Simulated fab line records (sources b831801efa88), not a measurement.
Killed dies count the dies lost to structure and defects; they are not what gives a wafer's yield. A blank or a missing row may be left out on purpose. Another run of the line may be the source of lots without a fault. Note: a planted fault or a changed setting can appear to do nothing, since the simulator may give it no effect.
Which tool was responsible? || flow sky130 || Sampling: 24 lots, 72 wafers, 4 of 708 route steps

## WHAT THE GAUGES READ, wafer by wafer
SKY_METAL1_OVL_MEAS_16. Usual: METAL1_OVL gives -1 nm (standard deviation 4.7).
{"lot": "L074", "measured": "day 32 16:39", "on": "overlay-01", "METAL1_OVL (nm)": "2 -6 -3", "flag": ""}
{"lot": "L075", "measured": "day 33 06:15", "on": "overlay-02", "METAL1_OVL (nm)": "-4 5 -12", "flag": ""}
{"lot": "L076", "measured": "day 33 14:38", "on": "overlay-02", "METAL1_OVL (nm)": "-1 -2 1", "flag": ""}
{"lot": "L077", "measured": "day 33 22:49", "on": "overlay-01", "METAL1_OVL (nm)": "-8 -12 -1", "flag": ""}
{"lot": "L078", "measured": "day 34 06:55", "on": "overlay-01", "METAL1_OVL (nm)": "-5 -13 3", "flag": ""}
{"lot": "L079", "measured": "day 34 17:31", "on": "overlay-01", "METAL1_OVL (nm)": "3 5 1", "flag": ""}
{"lot": "L080", "measured": "day 35 03:05", "on": "overlay-01", "METAL1_OVL (nm)": "1 0 -3", "flag": ""}
{"lot": "L081", "measured": "day 35 09:36", "on": "overlay-02", "METAL1_OVL (nm)": "-6 -4 -1", "flag": ""}
{"lot": "L082", "measured": "day 35 18:00", "on": "overlay-01", "METAL1_OVL (nm)": "0 1 0", "flag": ""}
{"lot": "L083", "measured": "day 35 18:21", "on": "overlay-01", "METAL1_OVL (nm)": "0 -4 -6", "flag": ""}
{"lot": "L084", "measured": "day 36 09:08", "on": "overlay-02", "METAL1_OVL (nm)": "-7 -4 -3", "flag": ""}
{"lot": "L085", "measured": "day 36 16:12", "on": "overlay-02", "METAL1_OVL (nm)": "-1 5 1", "flag": ""}
{"lot": "L086", "measured": "day 36 20:07", "on": "overlay-02", "METAL1_OVL (nm)": "0 -4 -4", "flag": ""}
{"lot": "L087", "measured": "day 37 02:07", "on": "overlay-01", "METAL1_OVL (nm)": "-2 6 -4", "flag": ""}
{"lot": "L088", "measured": "day 37 06:25", "on": "overlay-02", "METAL1_OVL (nm)": "-6 -3 7", "flag": ""}
{"lot": "L089", "measured": "day 37 09:25", "on": "overlay-01", "METAL1_OVL (nm)": "-2 5 2", "flag": ""}
{"lot": "L090", "measured": "day 38 03:49", "on": "overlay-01", "METAL1_OVL (nm)": "-2 3 -1", "flag": ""}
{"lot": "L091", "measured": "day 38 04:27", "on": "overlay-02", "METAL1_OVL (nm)": "3 3 6", "flag": ""}
{"lot": "L092", "measured": "day 38 14:21", "on": "overlay-02", "METAL1_OVL (nm)": "2 -5 -2", "flag": ""}
{"lot": "L093", "measured": "day 38 20:21", "on": "overlay-02", "METAL1_OVL (nm)": "-7 -2 -6", "flag": ""}
{"lot": "L094", "measured": "day 39 04:49", "on": "overlay-01", "METAL1_OVL (nm)": "-6 -2 5", "flag": ""}
{"lot": "L095", "measured": "day 39 12:24", "on": "overlay-01", "METAL1_OVL (nm)": "1 7 2", "flag": ""}
{"lot": "L096", "measured": "day 40 01:12", "on": "overlay-01", "METAL1_OVL (nm)": "-7 -4 0", "flag": ""}
{"lot": "L097", "measured": "day 40 05:55", "on": "overlay-01", "METAL1_OVL (nm)": "0 2 0", "flag": ""}

SKY_VIA4_OVL_MEAS_11. Usual: VIA4_OVL gives -0.1 nm (standard deviation 1.2).
{"lot": "L074", "measured": "day 42 17:35", "on": "overlay-02", "VIA4_OVL (nm)": "1.7 0.0 1.9", "flag": ""}
{"lot": "L075", "measured": "day 43 05:29", "on": "overlay-01", "VIA4_OVL (nm)": "-0.5 -0.2 0.0", "flag": ""}
{"lot": "L076", "measured": "day 43 12:53", "on": "overlay-01", "VIA4_OVL (nm)": "0.0 -1.0 -1.2", "flag": ""}
{"lot": "L077", "measured": "day 43 17:44", "on": "overlay-01", "VIA4_OVL (nm)": "2.0 0.8 3.0", "flag": ""}
{"lot": "L078", "measured": "day 44 03:31", "on": "overlay-02", "VIA4_OVL (nm)": "-0.3 0.4 0.5", "flag": ""}
{"lot": "L079", "measured": "day 44 11:04", "on": "overlay-01", "VIA4_OVL (nm)": "-0.2 -0.1 1.5", "flag": ""}
{"lot": "L080", "measured": "day 44 18:17", "on": "overlay-01", "VIA4_OVL (nm)": "-0.3 0.2 2.9", "flag": ""}
{"lot": "L081", "measured": "day 45 00:41", "on": "overlay-01", "VIA4_OVL (nm)": "0.0 -0.9 -0.4", "flag": ""}
{"lot": "L082", "measured": "day 45 05:28", "on": "overlay-02", "VIA4_OVL (nm)": "-0.5 1.4 1.5", "flag": ""}
{"lot": "L083", "measured": "day 45 07:56", "on": "overlay-02", "VIA4_OVL (nm)": "1.0 -1.5 0.6", "flag": ""}
{"lot": "L084", "measured": "day 45 19:02", "on": "overlay-01", "VIA4_OVL (nm)": "-1.2 -1.2 -2.2", "flag": ""}
{"lot": "L085", "measured": "day 46 02:22", "on": "overlay-01", "VIA4_OVL (nm)": "-1.1 -0.6 -0.7", "flag": ""}
{"lot": "L086", "measured": "day 46 04:58", "on": "overlay-01", "VIA4_OVL (nm)": "-0.6 -2.0 -1.6", "flag": ""}
{"lot": "L087", "measured": "day 46 08:59", "on": "overlay-01", "VIA4_OVL (nm)": "-0.3 -1.7 -1.4", "flag": ""}
{"lot": "L088", "measured": "day 46 13:31", "on": "overlay-02", "VIA4_OVL (nm)": "2.0 -0.4 1.2", "flag": ""}
{"lot": "L089", "measured": "day 46 15:38", "on": "overlay-02", "VIA4_OVL (nm)": "1.6 0.1 1.9", "flag": ""}
{"lot": "L090", "measured": "day 47 06:05", "on": "overlay-02", "VIA4_OVL (nm)": "0.3 -1.7 -1.8", "flag": ""}
{"lot": "L091", "measured": "day 47 06:44", "on": "overlay-02", "VIA4_OVL (nm)": "1.5 1.6 0.0", "flag": ""}
{"lot": "L092", "measured": "day 47 13:47", "on": "overlay-02", "VIA4_OVL (nm)": "-1.4 -0.2 0.3", "flag": ""}
{"lot": "L093", "measured": "day 47 19:35", "on": "overlay-02", "VIA4_OVL (nm)": "-1.2 -1.3 0.2", "flag": ""}
{"lot": "L094", "measured": "day 48 02:15", "on": "overlay-01", "VIA4_OVL (nm)": "-0.2 -0.9 -1.0", "flag": ""}
{"lot": "L095", "measured": "day 48 08:31", "on": "overlay-02", "VIA4_OVL (nm)": "-1.3 0.0 -0.8", "flag": ""}
{"lot": "L096", "measured": "day 48 19:11", "on": "overlay-02", "VIA4_OVL (nm)": "0.4 0.7 1.9", "flag": ""}
{"lot": "L097", "measured": "day 48 20:53", "on": "overlay-02", "VIA4_OVL (nm)": "-1.4 0.6 -1.0", "flag": ""}

## EACH LOT AND THE TOOL THAT RAN IT (in order: tool; ch and the chambers of the sampled wafers; start)
{"lot": "L074", "SKY_VIA2_ETCH_14": "rie_diel-03 ch 0,3, day 36 05:26", "SKY_VIA3_STRIP_16": "plasma_asher-01 ch 0,1, day 39 13:11"}
{"lot": "L075", "SKY_VIA2_ETCH_14": "rie_diel-02 ch 0,2,3, day 36 19:48", "SKY_VIA3_STRIP_16": "plasma_asher-04 ch 0,1, day 40 02:54"}
{"lot": "L076", "SKY_VIA2_ETCH_14": "rie_diel-02 ch 1,2, day 37 00:24", "SKY_VIA3_STRIP_16": "plasma_asher-01 ch 0,1, day 40 10:40"}
{"lot": "L077", "SKY_VIA2_ETCH_14": "rie_diel-02 ch 0,1, day 37 09:56", "SKY_VIA3_STRIP_16": "plasma_asher-03 ch 0,1, day 40 15:31"}
{"lot": "L078", "SKY_VIA2_ETCH_14": "rie_diel-03 ch 1,2,3, day 37 18:06", "SKY_VIA3_STRIP_16": "plasma_asher-03 ch 0,1, day 41 00:55"}
{"lot": "L079", "SKY_VIA2_ETCH_14": "rie_diel-03 ch 0,1, day 38 03:44", "SKY_VIA3_STRIP_16": "plasma_asher-01 ch 0, day 41 09:22"}
{"lot": "L080", "SKY_VIA2_ETCH_14": "rie_diel-03 ch 1,2,3, day 38 11:49", "SKY_VIA3_STRIP_16": "plasma_asher-01 ch 0,1, day 41 17:37"}
{"lot": "L081", "SKY_VIA2_ETCH_14": "rie_diel-04 ch 0,2,3, day 38 19:10", "SKY_VIA3_STRIP_16": "plasma_asher-01 ch 0,1, day 42 00:23"}
{"lot": "L082", "SKY_VIA2_ETCH_14": "rie_diel-02 ch 1,2,3, day 39 02:17", "SKY_VIA3_STRIP_16": "plasma_asher-01 ch 0,1, day 42 06:09"}
{"lot": "L083", "SKY_VIA2_ETCH_14": "rie_diel-04 ch 0,1,2, day 39 03:31", "SKY_VIA3_STRIP_16": "plasma_asher-03 ch 1, day 42 08:17"}
{"lot": "L084", "SKY_VIA2_ETCH_14": "rie_diel-02 ch 1,2,3, day 39 16:41", "SKY_VIA3_STRIP_16": "plasma_asher-01 ch 0,1, day 42 20:50"}
{"lot": "L085", "SKY_VIA2_ETCH_14": "rie_diel-03 ch 0,1,3, day 40 00:19", "SKY_VIA3_STRIP_16": "plasma_asher-03 ch 0,1, day 43 04:32"}
{"lot": "L086", "SKY_VIA2_ETCH_14": "rie_diel-04 ch 0,1, day 40 05:15", "SKY_VIA3_STRIP_16": "plasma_asher-01 ch 0,1, day 43 07:28"}
{"lot": "L087", "SKY_VIA2_ETCH_14": "rie_diel-02 ch 2,3, day 40 10:18", "SKY_VIA3_STRIP_16": "plasma_asher-04 ch 1, day 43 12:57"}
{"lot": "L088", "SKY_VIA2_ETCH_14": "rie_diel-02 ch 0,1, day 40 13:45", "SKY_VIA3_STRIP_16": "plasma_asher-04 ch 0,1, day 43 16:23"}
{"lot": "L089", "SKY_VIA2_ETCH_14": "rie_diel-03 ch 0,2,3, day 40 16:25", "SKY_VIA3_STRIP_16": "plasma_asher-03 ch 0,1, day 43 19:27"}
{"lot": "L090", "SKY_VIA2_ETCH_14": "rie_diel-02 ch 0,3, day 41 08:59", "SKY_VIA3_STRIP_16": "plasma_asher-01 ch 0,1, day 44 11:12"}
{"lot": "L091", "SKY_VIA2_ETCH_14": "rie_diel-04 ch 0,1,3, day 41 10:08", "SKY_VIA3_STRIP_16": "plasma_asher-04 ch 0,1, day 44 11:40"}
{"lot": "L092", "SKY_VIA2_ETCH_14": "rie_diel-02 ch 0,1,3, day 41 19:40", "SKY_VIA3_STRIP_16": "plasma_asher-01 ch 0,1, day 44 20:31"}
{"lot": "L093", "SKY_VIA2_ETCH_14": "rie_diel-04 ch 0,3, day 42 02:00", "SKY_VIA3_STRIP_16": "plasma_asher-04 ch 0, day 45 02:14"}
{"lot": "L094", "SKY_VIA2_ETCH_14": "rie_diel-04 ch 1,2, day 42 10:56", "SKY_VIA3_STRIP_16": "plasma_asher-01 ch 0,1, day 45 09:42"}
{"lot": "L095", "SKY_VIA2_ETCH_14": "rie_diel-04 ch 1,2,3, day 42 16:47", "SKY_VIA3_STRIP_16": "plasma_asher-04 ch 0,1, day 45 16:13"}
{"lot": "L096", "SKY_VIA2_ETCH_14": "rie_diel-03 ch 2,3, day 43 05:20", "SKY_VIA3_STRIP_16": "plasma_asher-03 ch 0,1, day 46 03:12"}
{"lot": "L097", "SKY_VIA2_ETCH_14": "rie_diel-03 ch 0,2, day 43 08:59", "SKY_VIA3_STRIP_16": "plasma_asher-01 ch 1, day 46 06:48"}
- SKY_VIA2_ETCH_14: etches BARC in N2/H2, stops on SiO2, time 45.9 s, target depth 60 nm.
- SKY_VIA3_STRIP_16: strips in O2/N2.

## AS READ BY THE TOOLS THEMSELVES (means over the sampled wafers that have a number; for cases with no such wafer, the mark the record gives instead)
SKY_VIA2_ETCH_14. Usual: drypump_motor_current_A 5.7 A, standard deviation 0.43; oes_product_au 0.855 a.u., standard deviation 0.0046; throttle_valve_pct 13.225 %, standard deviation 0.0081.
{"lot": "L074", "tool": "rie_diel-03", "drypump_motor_current_A (A)": 5.7, "oes_product_au (a.u.)": 0.856, "throttle_valve_pct (%)": 13.222, "flag": ""}
{"lot": "L075", "tool": "rie_diel-02", "drypump_motor_current_A (A)": 5.9, "oes_product_au (a.u.)": 0.859, "throttle_valve_pct (%)": 13.224, "flag": ""}
{"lot": "L076", "tool": "rie_diel-02", "drypump_motor_current_A (A)": 6.1, "oes_product_au (a.u.)": 0.851, "throttle_valve_pct (%)": 13.227, "flag": ""}
{"lot": "L077", "tool": "rie_diel-02", "drypump_motor_current_A (A)": 5.6, "oes_product_au (a.u.)": 0.858, "throttle_valve_pct (%)": 13.225, "flag": ""}
{"lot": "L078", "tool": "rie_diel-03", "drypump_motor_current_A (A)": 5.7, "oes_product_au (a.u.)": 0.855, "throttle_valve_pct (%)": 13.228, "flag": ""}
{"lot": "L079", "tool": "rie_diel-03", "drypump_motor_current_A (A)": 5.8, "oes_product_au (a.u.)": 0.857, "throttle_valve_pct (%)": 13.226, "flag": ""}
{"lot": "L080", "tool": "rie_diel-03", "drypump_motor_current_A (A)": 5.7, "oes_product_au (a.u.)": 0.855, "throttle_valve_pct (%)": 13.222, "flag": ""}
{"lot": "L081", "tool": "rie_diel-04", "drypump_motor_current_A (A)": 5.5, "oes_product_au (a.u.)": 0.850, "throttle_valve_pct (%)": 13.233, "flag": ""}
{"lot": "L082", "tool": "rie_diel-02", "drypump_motor_current_A (A)": 5.9, "oes_product_au (a.u.)": 0.857, "throttle_valve_pct (%)": 13.227, "flag": ""}
{"lot": "L083", "tool": "rie_diel-04", "drypump_motor_current_A (A)": 5.4, "oes_product_au (a.u.)": 0.855, "throttle_valve_pct (%)": 13.218, "flag": ""}
{"lot": "L084", "tool": "rie_diel-02", "drypump_motor_current_A (A)": 5.9, "oes_product_au (a.u.)": 0.858, "throttle_valve_pct (%)": 13.229, "flag": ""}
{"lot": "L085", "tool": "rie_diel-03", "drypump_motor_current_A (A)": 5.7, "oes_product_au (a.u.)": 0.857, "throttle_valve_pct (%)": 13.222, "flag": ""}
{"lot": "L086", "tool": "rie_diel-04", "drypump_motor_current_A (A)": 5.6, "oes_product_au (a.u.)": 0.856, "throttle_valve_pct (%)": 13.225, "flag": ""}
{"lot": "L087", "tool": "rie_diel-02", "drypump_motor_current_A (A)": 5.9, "oes_product_au (a.u.)": 0.857, "throttle_valve_pct (%)": 13.220, "flag": ""}
{"lot": "L088", "tool": "rie_diel-02", "drypump_motor_current_A (A)": 5.6, "oes_product_au (a.u.)": 0.855, "throttle_valve_pct (%)": 13.225, "flag": ""}
{"lot": "L089", "tool": "rie_diel-03", "drypump_motor_current_A (A)": 5.9, "oes_product_au (a.u.)": 0.855, "throttle_valve_pct (%)": 13.221, "flag": ""}
{"lot": "L090", "tool": "rie_diel-02", "drypump_motor_current_A (A)": 5.7, "oes_product_au (a.u.)": 0.856, "throttle_valve_pct (%)": 13.219, "flag": ""}
{"lot": "L091", "tool": "rie_diel-04", "drypump_motor_current_A (A)": 5.4, "oes_product_au (a.u.)": 0.856, "throttle_valve_pct (%)": 13.225, "flag": ""}
{"lot": "L092", "tool": "rie_diel-02", "drypump_motor_current_A (A)": 5.6, "oes_product_au (a.u.)": 0.855, "throttle_valve_pct (%)": 13.227, "flag": ""}
{"lot": "L093", "tool": "rie_diel-04", "drypump_motor_current_A (A)": 5.5, "oes_product_au (a.u.)": 0.852, "throttle_valve_pct (%)": 13.217, "flag": ""}
{"lot": "L094", "tool": "rie_diel-04", "drypump_motor_current_A (A)": 5.1, "oes_product_au (a.u.)": 0.854, "throttle_valve_pct (%)": 13.230, "flag": ""}
{"lot": "L095", "tool": "rie_diel-04", "drypump_motor_current_A (A)": 5.1, "oes_product_au (a.u.)": 0.852, "throttle_valve_pct (%)": 13.227, "flag": ""}
{"lot": "L096", "tool": "rie_diel-03", "drypump_motor_current_A (A)": 5.8, "oes_product_au (a.u.)": 0.857, "throttle_valve_pct (%)": 13.227, "flag": ""}
{"lot": "L097", "tool": "rie_diel-03", "drypump_motor_current_A (A)": 6.1, "oes_product_au (a.u.)": 0.855, "throttle_valve_pct (%)": 13.228, "flag": ""}

SKY_VIA3_STRIP_16. Usual: drypump_motor_current_A 6.2 A, standard deviation 0.62; oes_product_au 0.403 a.u., standard deviation 0.005; strip_time_to_endpoint_s 4.15 s, standard deviation 0.032.
{"lot": "L074", "tool": "plasma_asher-01", "drypump_motor_current_A (A)": 6.1, "oes_product_au (a.u.)": 0.400, "strip_time_to_endpoint_s (s)": 4.16, "flag": ""}
{"lot": "L075", "tool": "plasma_asher-04", "drypump_motor_current_A (A)": 5.2, "oes_product_au (a.u.)": 0.406, "strip_time_to_endpoint_s (s)": 4.18, "flag": ""}
{"lot": "L076", "tool": "plasma_asher-01", "drypump_motor_current_A (A)": 6.4, "oes_product_au (a.u.)": 0.404, "strip_time_to_endpoint_s (s)": 4.20, "flag": ""}
{"lot": "L077", "tool": "plasma_asher-03", "drypump_motor_current_A (A)": 6.6, "oes_product_au (a.u.)": 0.401, "strip_time_to_endpoint_s (s)": 4.16, "flag": ""}
{"lot": "L078", "tool": "plasma_asher-03", "drypump_motor_current_A (A)": 6.5, "oes_product_au (a.u.)": 0.402, "strip_time_to_endpoint_s (s)": 4.17, "flag": ""}
{"lot": "L079", "tool": "plasma_asher-01", "drypump_motor_current_A (A)": 5.9, "oes_product_au (a.u.)": 0.401, "strip_time_to_endpoint_s (s)": 4.15, "flag": ""}
{"lot": "L080", "tool": "plasma_asher-01", "drypump_motor_current_A (A)": 6.1, "oes_product_au (a.u.)": 0.400, "strip_time_to_endpoint_s (s)": 4.18, "flag": ""}
{"lot": "L081", "tool": "plasma_asher-01", "drypump_motor_current_A (A)": 6.4, "oes_product_au (a.u.)": 0.402, "strip_time_to_endpoint_s (s)": 4.18, "flag": ""}
{"lot": "L082", "tool": "plasma_asher-01", "drypump_motor_current_A (A)": 6.2, "oes_product_au (a.u.)": 0.401, "strip_time_to_endpoint_s (s)": 4.17, "flag": ""}
{"lot": "L083", "tool": "plasma_asher-03", "drypump_motor_current_A (A)": 6.7, "oes_product_au (a.u.)": 0.403, "strip_time_to_endpoint_s (s)": 4.14, "flag": ""}
{"lot": "L084", "tool": "plasma_asher-01", "drypump_motor_current_A (A)": 6.2, "oes_product_au (a.u.)": 0.403, "strip_time_to_endpoint_s (s)": 4.12, "flag": ""}
{"lot": "L085", "tool": "plasma_asher-03", "drypump_motor_current_A (A)": 6.6, "oes_product_au (a.u.)": 0.400, "strip_time_to_endpoint_s (s)": 4.11, "flag": ""}
{"lot": "L086", "tool": "plasma_asher-01", "drypump_motor_current_A (A)": 6.4, "oes_product_au (a.u.)": 0.400, "strip_time_to_endpoint_s (s)": 4.17, "flag": ""}
{"lot": "L087", "tool": "plasma_asher-04", "drypump_motor_current_A (A)": 4.8, "oes_product_au (a.u.)": 0.400, "strip_time_to_endpoint_s (s)": 4.12, "flag": ""}
{"lot": "L088", "tool": "plasma_asher-04", "drypump_motor_current_A (A)": 5.2, "oes_product_au (a.u.)": 0.401, "strip_time_to_endpoint_s (s)": 4.13, "flag": ""}
{"lot": "L089", "tool": "plasma_asher-03", "drypump_motor_current_A (A)": 6.6, "oes_product_au (a.u.)": 0.401, "strip_time_to_endpoint_s (s)": 4.15, "flag": ""}
{"lot": "L090", "tool": "plasma_asher-01", "drypump_motor_current_A (A)": 6.1, "oes_product_au (a.u.)": 0.400, "strip_time_to_endpoint_s (s)": 4.14, "flag": ""}
{"lot": "L091", "tool": "plasma_asher-04", "drypump_motor_current_A (A)": 5.8, "oes_product_au (a.u.)": 0.404, "strip_time_to_endpoint_s (s)": 4.16, "flag": ""}
{"lot": "L092", "tool": "plasma_asher-01", "drypump_motor_current_A (A)": 6.4, "oes_product_au (a.u.)": 0.403, "strip_time_to_endpoint_s (s)": 4.15, "flag": ""}
{"lot": "L093", "tool": "plasma_asher-04", "drypump_motor_current_A (A)": 6.3, "oes_product_au (a.u.)": 0.401, "strip_time_to_endpoint_s (s)": 4.13, "flag": ""}
{"lot": "L094", "tool": "plasma_asher-01", "drypump_motor_current_A (A)": 6.4, "oes_product_au (a.u.)": 0.406, "strip_time_to_endpoint_s (s)": 4.13, "flag": ""}
{"lot": "L095", "tool": "plasma_asher-04", "drypump_motor_current_A (A)": 5.8, "oes_product_au (a.u.)": 0.405, "strip_time_to_endpoint_s (s)": 4.14, "flag": ""}
{"lot": "L096", "tool": "plasma_asher-03", "drypump_motor_current_A (A)": 6.6, "oes_product_au (a.u.)": 0.406, "strip_time_to_endpoint_s (s)": 4.14, "flag": ""}
{"lot": "L097", "tool": "plasma_asher-01", "drypump_motor_current_A (A)": 6.7, "oes_product_au (a.u.)": 0.399, "strip_time_to_endpoint_s (s)": 4.11, "flag": ""}

## THE ANSWER, worked out from the rows above alone
Rule: a lot counts as off when the mean over its wafers that have a number is more than 3 standard deviations away from the usual mean. Also off: a lot with no number at a reading for which 4 or more lots have one. Any other lot the step has rows for is counted as sound. The gauges are gone through in route order, then the tools' own readings, and for those a lot's mean is taken as printed above. At the first step where some lot is off, the reading lying furthest off is the one used; lots without a number count as furthest.
None of the lots is off at any reading shown; this tells nothing.

## WHAT WAS PUT IN BY THE SIMULATOR
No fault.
